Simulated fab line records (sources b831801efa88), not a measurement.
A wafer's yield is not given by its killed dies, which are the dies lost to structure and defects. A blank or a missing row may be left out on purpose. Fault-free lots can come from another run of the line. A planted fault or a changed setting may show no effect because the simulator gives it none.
Comparing a struck lot with a sound one    flow sky130    15 out of 708 route steps
Sound: these wafers, L983.1, L983.2, L983.3. Wafers struck: L101.1, L101.5, L101.6. The cause is named last.
Each step with rows lists, per side, the tool, then ch with its chambers, then its first start. Under that, the readings that differ: sound wafers    struck wafers    difference of the means    sigmas: that difference in standard deviations of wafers without a fault.
alike: a reading whose means differ by less than 2 such deviations, as well as words and numbers matching on both sides. not compared: withheld readings; readings where some wafer has no value; bounds like >300 that might hide an equal value; numbers whose values overlap and for which the record gives no deviation.
Wherever a step has rows on one side only, a row that says differs or no value, or a row with sigmas, the two part there. When numbers do not overlap yet have no deviation, they are printed without sigmas and do not part them. A reading missing from all wafers of one side parts the sides only when that side holds two or more wafers.

SKY_VIA3_CMP_02: polishes SiO2.
  sound on cmp-02 ch 0,2,3, day 39 08:36; struck on cmp-02 ch 0,1, day 44 13:56
  alike: motor current A, slurry filter dp kPa
SKY_VIA3_BOW_MEAS_03:
  struck on film metro-03, day 44 14:11; sound on film metro-03, day 39 08:54
  alike: VIA3_BOW
then, 8 steps without rows for these wafers: SKY_VIA3_DEHYDRATE_04 (time 60 s); SKY_VIA3_HMDS_05 (prime time 60 s); SKY_VIA3_COAT_06 (resist thk 60 nm); SKY_VIA3_COAT_07 (resist thk 450 nm); SKY_VIA3_SOFTBAKE_08 (time 90 s); SKY_VIA3_EXPOSE_09 (exposes mask VIM3, target cd 200 nm); SKY_VIA3_PEB_10; SKY_VIA3_DEVELOP_11 (develop time 60 s).
SKY_VIA3_CD_MEAS_12 targets a cd of 200 nm.
  struck on cd sem-01, day 45 11:26; sound on cd sem-02, day 40 09:40
  alike: cd nm
SKY_VIA3_OVL_MEAS_13:
  struck on overlay-01, day 45 11:33; sound on overlay-01, day 40 09:47
  alike: VIA3_OVL
SKY_VIA3_ETCH_14: etches BARC in N2/H2, stops on SiO2, time 45.9 s, target depth 60 nm.
  sound on rie diel-02 ch 0,2,3, day 40 09:50; struck on rie diel-01 ch 0,3, day 45 11:35
reading                         sound                 struck                difference  sigmas
chamber pressure mTorr (mTorr)  29.979 30.025 29.989  23.966 24.007 24.035  -5.995      -99 or more
  alike: drypump motor current A, oes product au, rf fwd power W, throttle valve pct
  not compared: rf hours counter h
SKY_VIA3_ETCH_15: etches SiO2 in C4F8/O2/Ar, stops on TiN, target depth 507 nm, time 78 s.
  sound on rie diel-02 ch 0,2,3, day 40 09:52; struck on rie diel-01 ch 0,3, day 45 11:38
  alike: chamber pressure mTorr, oes product au, rf fwd power W
  not compared: rf hours counter h
-- the record jumps here: 5 days lie between the struck wafers' starts before and after (it left off in module VIA3 and takes up again in module PAD_OPEN, whose first step shown is number 708 of the route) --
SKY_PAD_OPEN_PROBE_99:
  struck on prober-02, day 50 13:22; sound on prober-02, day 46 09:14
  alike: defect limited yield, killed_at_M0_to_M3, killed_at_M4_up, killed at contacts, killed at front end, killed at other, killed dies, killed open, killed short, sort_bin_3_pad_short, sort_bin_5_function, sort_bin_6_memory, sort n pass, sort yield pct

## WHERE THEY PART
Within this record, at SKY_VIA3_ETCH_14 only. Later steps at which nothing parts them and some readings are alike: SKY_VIA3_ETCH_15, SKY_PAD_OPEN_PROBE_99.

WHY: what the simulator had put in
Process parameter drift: rie diel-01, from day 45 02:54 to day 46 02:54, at SKY_VIA3_ETCH_14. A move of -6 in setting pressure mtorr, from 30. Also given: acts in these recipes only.
